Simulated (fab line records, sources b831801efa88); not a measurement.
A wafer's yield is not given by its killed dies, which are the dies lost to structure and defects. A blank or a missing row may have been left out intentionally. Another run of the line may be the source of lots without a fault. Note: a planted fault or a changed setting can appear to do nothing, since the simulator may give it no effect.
Matching of chambers -- flow sky130 -- 4 sister chambers for SKY_FIELD_ISO_ETCH_17 on rie si-01
The step etches Si in HBr/Cl2/O2, target depth 342 nm, time 97.7 s. 4 wafers are shown with their chamber, then 7 later ones without.

## EACH WAFER AND ITS CHAMBER
wafer,chamber,drypump motor current A (A)
L630.5,2,5.6
L630.6,1,5.6
L636.1,0,5.4
L636.2,3,6.1

## WAFERS WITH NO CHAMBER GIVEN
wafer,drypump motor current A (A)
L636.4,5.5
L643.2,5.5
L643.3,5.4
L643.4,5.5
L644.1,5.7
L644.3,5.4
L644.4,5.7

## EACH ONE'S CHAMBER
wafer,from the rows above,in truth
L636.4,can't be placed: 0 or 1 or 2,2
L643.2,can't be placed: 0 or 1 or 2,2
L643.3,0,0
L643.4,can't be placed: 0 or 1 or 2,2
L644.1,can't be placed: 1 or 2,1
L644.3,0,0
L644.4,can't be placed: 1 or 2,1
2 of 7 placed correctly. From these rows, 5 cannot be placed; in 5 the true chamber is one of the candidates. Number placed wrongly: 0.
How it was worked out, from the rows above alone: a wafer's distance from a chamber is the root of the sum, over the readings, of the square of ((its reading less the chamber's mean) divided by the reading's scatter). If the next closest chamber is less than 2 further off than the closest, the wafer can't be placed; otherwise it belongs to the closest. For every chamber, the mean is computed from those of its wafers that are shown. The scatter: root of mean squared gap, hidden wafer to nearest shown wafer, with one shown wafer a chamber.
